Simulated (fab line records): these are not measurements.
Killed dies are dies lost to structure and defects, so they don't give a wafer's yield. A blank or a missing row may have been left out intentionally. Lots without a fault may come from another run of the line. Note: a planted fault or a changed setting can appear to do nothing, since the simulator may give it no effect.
Code-filled problem report in 8D (eight disciplines) form | flow gf180mcu | the parts of the form that need people (team, actions taken, sign-off) are left out

## 1. WHAT IS WRONG
NSD_RS at GF_PSD_RS_MEAS_14 reads a mean of 45.05 ohm/sq on 9 wafers of 3 lots; wafers without a fault read 46.17 ohm/sq with a standard deviation of 0.11. That is -10 standard deviations from the usual mean.
The step: measures by four-point-probe.
Earliest sighting: wafer L610.3 on filmMetro-03 at day 17 09:47. Wafers with a number at this step in the record: 39, from 13 lots. The rule behind "out" and "out of limits": a value lying over 4 standard deviations away from the usual mean. Any other wafer with a number is counted as sound.

## 2. WHAT IT IS, AND WHAT IT ISN'T
question                    | is                         | is not
which readings at this step | NSD_RS                     | -
which lots                  | L610, L611, L615           | L601, L602, L603, L605, L608, L614, L617, L620, L623, L624
which wafers of those lots  | all that have a number     | -
read on which gauges        | filmMetro-02, filmMetro-03 | filmMetro-04
when                        | from day 17 09:47          | up to then (15 sound wafers); but 15 sound wafers of L614, L617, L620, L623, L624 came after

## 3. SUSPECTS, AND WHAT RULES EACH OUT
Counting: a tool at any process step up to the reading remains a suspect when it ran all the lots that are out and ran no sound lot after the first of those.
- the gauge at GF_PSD_RS_MEAS_14 has been ruled out. Those wafers that are out were read across 2 gauges (filmMetro-02, filmMetro-03).
- implanter-01 at GF_NSD_IMPLANT_09: ruled out as a lasting fault. The sound lots L620, L623 went through it after L610, its earliest lot that is out (day 16 11:11).
Left after counting: nothing in the record.

## 4. THE CAUSE (what the simulator had put in)
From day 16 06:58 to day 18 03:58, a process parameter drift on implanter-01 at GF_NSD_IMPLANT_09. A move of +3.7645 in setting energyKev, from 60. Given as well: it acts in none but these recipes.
Counting ruled it out, wrongly: the rule takes a fault to strike every lot that its tool runs from its start on, and this one did not.

## 5. THE EFFECT CHAIN, in route order
Each row: a reading whose mean over the struck wafers that have a number lies more than 3 standard deviations from the usual. Readings are gone through only where the record gives a usual standard deviation; hours: the median, over the lots, of the time from a lot's start at the first step in this table giving one to that lot's start at this step; sigmas: the change measured in usual standard deviations.
hours | step              | reading              | usual        | on struck wafers | change | sigmas
0     | GF_NSD_IMPLANT_09 | beamEnergyKeV        | 59.998       | 63.762           | +3.764 | +99 or more
0     | GF_NSD_STRIP_11   | stripTimeToEndpointS | 22.95 s      | 23.46            | +0.51  | +15
23    | GF_PSD_RS_MEAS_14 | NSD_RS               | 46.17 ohm/sq | 45.05            | -1.12  | -10
The process steps in it:
- GF_NSD_IMPLANT_09
- GF_NSD_STRIP_11: strips in O2/N2.

## 6. WHAT WOULD HAVE CAUGHT IT SOONER
The first out-of-limits reading at a measuring or inspecting step in this record came at day 17 09:47, 27 hours after the fault's start at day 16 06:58.
Tool's own readings at GF_NSD_IMPLANT_09, beamEnergyKeV: out on all struck wafers the step has rows for; an alarm limit on them would have tripped on the first.
